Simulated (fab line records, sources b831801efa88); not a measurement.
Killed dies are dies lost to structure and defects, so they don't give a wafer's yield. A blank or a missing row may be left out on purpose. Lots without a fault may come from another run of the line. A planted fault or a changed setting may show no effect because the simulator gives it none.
fab line records | flow gf180mcu
record lots=12 wafers=36 last_day=34
route steps=602 shown MIM@508 V5@543 PASSIVATION@600
lots that met no fault: from a run of the same line without faults
start_h: hours from the record's first day to the start of the lot's first wafer shown | wait_h: hours since the lot's step before | " the same as in the row above | L1.1+2: a row that stands for several wafers | - no value, or no start given | * or withheld: withheld | < > ~ a bound
route shown NAME@n: a module of which the file shows steps, and the number in the route of the first | usual: mean/standard deviation of fault-free wafers | same: alike in all rows | chamber/n: place in a boat | sites: the reading at each site | _std_site: their standard deviation | _edge_site: outer sites' mean less inner sites' | radius_mm: how far each site lies from the wafer's centre | mask NAME#n: copy n | behind: the tool/chamber that last shaped the wafer | hold: why the lot was held/for how many hours/how that ended | device: the transistor (n, p or np) that didn't switch | end of line: the same wafers' tests at the end of the route | a step without rows: its recipe alone | killed: dies lost to structure and defects at the first sort, not the wafer's yield | map: a wafer's dies, x killed, . not, _ none there
set.NAME: the setting as run; set.NAME@STEP: as run at that earlier step | model.NAME: the simulator's own value behind a step, which no gauge read
steps of the route over a sample of lots; a table a step, a row a wafer
services: from which hour (start_h, from the record's first day; less than 0 if before it) a tool's chamber was out of use, for how many hours, and why
## steps
# step GF_MIM_CVD_05
# recipe material=Si3N4 target_thk_nm=42 temp_max_c=400 temp_c=385 time_s=29.086 rf_w=450
# usual heater_power_w=634/84
# columns lot.wafer tool chamber start_h wait_h heater_power_w
L606.1 pecvd-04 1 590.75 0.0 526
L606.2 " 2 " " 645
L606.4 " 2 " " 624
L607.2 pecvd-02 2 598.04 0.0 812
L607.5 " 0 " " 636
L607.6 " 2 " " 856
L609.2 pecvd-04 1 611.21 0.0 607
L609.5 " 2 " " 739
L609.6 " 0 " " 650
L610.1 pecvd-04 2 620.03 0.0 736
L610.3 " 1 " " 614
L610.4 " 0 " " 615
L616.1 pecvd-01 2 665.98 0.0 721
L616.3 " 0 " " 474
L616.4 " 2 " " 739
L618.1 pecvd-04 0 678.22 0.0 625
L618.3 " 2 " " 646
L618.4 " 0 " " 642
L619.4 pecvd-01 0 684.57 0.0 520
L619.5 " 2 " " 655
L619.6 " 1 " " 628
L620.1 pecvd-04 0 697.30 0.0 594
L620.3 " 1 " " 615
L620.5 " 2 " " 705
L621.2 pecvd-04 1 699.61 0.0 570
L621.3 " 0 " " 540
L621.5 " 0 " " 556
L622.1 pecvd-04 2 708.00 0.0 653
L622.2 " 1 " " 568
L622.6 " 2 " " 654
L625.2 pecvd-04 0 721.24 0.0 596
L625.3 " 1 " " 544
L625.6 " 1 " " 540
L626.1 pecvd-04 0 734.78 0.0 618
L626.2 " 2 " " 632
L626.3 " 1 " " 605
# step GF_MIM_SPUTTER_07
# recipe material=TiN target_thk_nm=60 power_w=6500 time_s=50 chamber_pressure_pa=0.4
# usual throttle_valve_pct=29.9/1
# columns lot.wafer tool chamber start_h wait_h throttle_valve_pct
L606.1 pvd_sputter-03 - 590.84 0.1 30.5
L606.2 " - " " 28.0
L606.4 " - " " 31.7
L607.2 pvd_sputter-03 - 598.13 0.0 30.0
L607.5 " - " " 30.6
L607.6 " - " " 31.8
L609.2 pvd_sputter-03 - 611.30 0.0 30.3
L609.5 " - " " 31.6
L609.6 " - " " 30.6
L610.1 pvd_sputter-03 - 620.13 0.1 30.5
L610.3 " - " " 28.1
L610.4 " - " " 30.5
L616.1 pvd_sputter-03 - 666.09 0.1 31.7
L616.3 " - " " 30.2
L616.4 " - " " 28.1
L618.1 pvd_sputter-04 - 678.33 0.1 30.7
L618.3 " - " " 29.6
L618.4 " - " " 30.2
L619.4 pvd_sputter-04 - 684.65 0.0 30.6
L619.5 " - " " 29.5
L619.6 " - " " 28.8
L620.1 pvd_sputter-04 - 697.39 0.1 29.2
L620.3 " - " " 30.0
L620.5 " - " " 30.6
L621.2 pvd_sputter-04 - 699.70 0.0 30.9
L621.3 " - " " 30.2
L621.5 " - " " 30.9
L622.1 pvd_sputter-04 - 708.09 0.1 30.7
L622.2 " - " " 30.2
L622.6 " - " " 28.6
L625.2 pvd_sputter-04 - 721.33 0.0 28.8
L625.3 " - " " 29.9
L625.6 " - " " 30.6
L626.1 pvd_sputter-02 - 734.87 0.1 30.6
L626.2 " - " " 30.7
L626.3 " - " " 28.8
# step GF_V5_THK_MEAS_03
# recipe reads=SiO2_of_V5_CVD_02
# usual V5_CVD_02_THK=1454/19
# columns lot.wafer tool chamber start_h wait_h V5_CVD_02_THK[nm]
L606.1 film_metro-02 - 634.55 0.1 1438
L606.2 " - " " 1441
L606.4 " - " " 1440
L607.2 film_metro-04 - 641.01 0.1 1435
L607.5 " - " " 1450
L607.6 " - " " 1456
L609.2 film_metro-01 - 653.35 0.1 1470
L609.5 " - " " 1508
L609.6 " - " " 1472
L610.1 film_metro-01 - 661.12 0.1 1421
L610.3 " - " " 1442
L610.4 " - " " 1478
L616.1 film_metro-04 - 706.04 0.1 1450
L616.3 " - " " 1444
L616.4 " - " " 1478
L618.1 film_metro-02 - 717.22 0.1 1441
L618.3 " - " " 1444
L618.4 " - " " 1463
L619.4 film_metro-02 - 723.22 0.0 1462
L619.5 " - " " 1493
L619.6 " - " " 1462
L620.1 film_metro-02 - 734.34 0.1 1466
L620.3 " - " " 1480
L620.5 " - " " 1508
L621.2 film_metro-04 - 735.88 0.1 1429
L621.3 " - " " 1448
L621.5 " - " " 1469
L622.1 film_metro-01 - 744.19 0.1 1448
L622.2 " - " " 1460
L622.6 " - " " 1479
L625.2 film_metro-02 - 756.87 0.1 1440
L625.3 " - " " 1439
L625.6 " - " " 1457
L626.1 film_metro-02 - 769.84 0.1 1435
L626.2 " - " " 1440
L626.3 " - " " 1440
# step GF_PASSIVATION_ANNEAL_13
# recipe temp_c=400 time_s=1800 ambient=N2/H2 idle_temp_c=300 ramp_up_c_per_min=10 ramp_down_c_per_min=3
# usual ramp_down_c_per_min=3.0000/0.00051 ramp_up_c_per_min=9.9998/0.0015 spike_tc_centre_C=402.1/1.5 zone_power_lower_pct=4.57/0.26 zone_power_upper_pct=4.31/0.06
# columns lot.wafer tool chamber start_h wait_h ramp_down_c_per_min ramp_up_c_per_min spike_tc_centre_C zone_power_lower_pct zone_power_upper_pct
L606.1 furnace-02 0 696.17 0.1 2.9997 10.000 402.2 4.88 4.25
L606.2 " 0 " " 3.0005 9.9984 399.2 4.93 4.34
L606.4 " 0 " " 2.9991 9.9984 399.7 4.86 4.38
L607.2 furnace-01 0 704.02 0.1 2.9993 10.001 401.2 4.25 4.30
L607.5 " 0 " " 3.0007 9.9990 402.9 4.25 4.41
L607.6 " 0 " " 2.9991 10.000 402.8 4.33 4.36
L609.2 furnace-02 0 713.69 0.1 3.0002 10.0000 401.6 4.94 4.20
L609.5 " 0 " " 3.0003 10.001 401.9 4.84 4.18
L609.6 " 0 " " 2.9998 9.9990 398.9 4.81 4.27
L610.1 furnace-01 0 720.29 0.1 3.0004 9.9994 403.0 4.27 4.36
L610.3 " 0 " " 2.9998 9.9990 405.2 4.34 4.39
L610.4 " 0 " " 2.9997 9.9985 402.4 4.30 4.35
L616.1 furnace-01 0 760.97 0.1 3.0001 10.001 403.5 4.37 4.38
L616.3 " 0 " " 2.9997 9.9990 403.1 4.36 4.39
L616.4 " 0 " " 3.0011 9.9997 402.6 4.41 4.31
L618.1 furnace-01 0 771.44 0.1 3.0000 10.000 403.0 4.33 4.36
L618.3 " 0 " " 3.0011 10.000 403.2 4.36 4.34
L618.4 " 0 " " 3.0008 9.9983 403.0 4.36 4.32
L619.4 furnace-02 0 776.16 0.0 2.9998 9.9993 401.1 4.84 4.26
L619.5 " 0 " " 3.0002 9.9981 401.6 4.87 4.25
L619.6 " 0 " " 3.0007 10.003 399.8 4.79 4.21
L620.1 furnace-01 - 786.89 0.1 - - - - -
L620.3 " - " " - - - - -
L620.5 " - " " - - - - -
L621.2 furnace-02 - 788.71 0.1 - - - - -
L621.3 " - " " - - - - -
L621.5 " - " " - - - - -
L622.1 furnace-01 - 795.07 0.1 - - - - -
L622.2 " - " " - - - - -
L622.6 " - " " - - - - -
L625.2 furnace-02 0 807.41 0.1 3.0001 9.9962 399.5 4.84 4.24
L625.3 " 0 " " 3.0007 9.9986 401.0 4.90 4.22
L625.6 " 0 " " 3.0003 10.001 402.0 4.76 4.26
L626.1 furnace-01 0 817.97 0.1 3.0001 9.9998 404.7 4.43 4.36
L626.2 " 0 " " 3.0007 9.9988 403.9 4.34 4.37
L626.3 " 0 " " 3.0004 10.003 404.3 4.34 4.39
# step GF_PASSIVATION_BOW_MEAS_14
# recipe mode=bow
# usual PASSIVATION_BOW=141/11
# columns lot.wafer tool chamber start_h wait_h PASSIVATION_BOW[um]
L606.1 film_metro-03 - 697.67 0.0 149
L606.2 " - " " 154
L606.4 " - " " 150
L607.2 film_metro-01 - 705.54 0.0 141
L607.5 " - " " 137
L607.6 " - " " 139
L609.2 film_metro-01 - 715.21 0.0 138
L609.5 " - " " 132
L609.6 " - " " 142
L610.1 film_metro-02 - 721.79 0.0 139
L610.3 " - " " 150
L610.4 " - " " 144
L616.1 film_metro-01 - 762.47 0.0 123
L616.3 " - " " 134
L616.4 " - " " 128
L618.1 film_metro-02 - 772.94 0.0 146
L618.3 " - " " 149
L618.4 " - " " 161
L619.4 film_metro-03 - 777.72 0.1 125
L619.5 " - " " 130
L619.6 " - " " 123
L620.1 film_metro-02 - 788.39 0.0 210
L620.3 " - " " 207
L620.5 " - " " 219
L621.2 film_metro-03 - 790.23 0.0 206
L621.3 " - " " 215
L621.5 " - " " 221
L622.1 film_metro-01 - 796.57 0.0 212
L622.2 " - " " 210
L622.6 " - " " 215
L625.2 film_metro-02 - 808.93 0.0 141
L625.3 " - " " 133
L625.6 " - " " 134
L626.1 film_metro-03 - 819.47 0.0 140
L626.2 " - " " 145
L626.3 " - " " 151
## services
# columns tool chamber start_h hours kind
pvd_sputter-02 - 574.70 1.9 repair
pecvd-02 - 584.68 2.8 repair
furnace-02 - 586.28 3.7 pm
pecvd-04 - 591.12 14.0 pm
pecvd-04 0 591.12 14.0 vent_cycle
pecvd-04 1 591.12 14.0 vent_cycle
pecvd-04 2 591.12 14.0 vent_cycle
pecvd-04 0 605.12 - clean
furnace-01 - 637.93 4.3 pm
pecvd-01 1 641.61 27.9 repair
pecvd-01 0 644.40 7.2 repair
furnace-02 - 648.13 5.0 pm
furnace-01 - 661.11 3.7 pm
pecvd-02 2 661.84 6.9 repair
pecvd-04 1 668.70 16.0 repair
pecvd-02 0 706.28 6.5 repair
pecvd-04 - 715.93 0.5 repair
pecvd-01 - 723.75 2.8 pm
pvd_sputter-03 - 729.49 1.9 repair
pecvd-04 0 736.59 8.3 repair
pecvd-01 - 751.79 1.3 repair
furnace-02 - 753.89 7.1 repair
pecvd-02 - 791.16 6.0 pm
pecvd-01 - 799.38 14.0 pm
## key
first_sign step=GF_PASSIVATION_ANNEAL_13 reading=tool_record direction=missing
effect step=GF_PASSIVATION_BOW_MEAS_14 reading=PASSIVATION_BOW direction=up sigmas=6.8 usual=141 struck=213
met_at GF_PASSIVATION_ANNEAL_13
struck_lots L620,L621,L622
not_acting_at GF_MIM_CVD_05,GF_MIM_SPUTTER_07,GF_V5_THK_MEAS_03
onset_between 776.16 786.89
earlier_fault kind=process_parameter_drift tool=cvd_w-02 chamber=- onset_h=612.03 steps=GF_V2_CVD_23 channel=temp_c offset=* shape=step acts_in=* stated=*
fault kind=skipped_step_whole tool=furnace-01,furnace-02 chamber=- onset_h=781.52 steps=GF_PASSIVATION_ANNEAL_13 scope=struck_lots_only
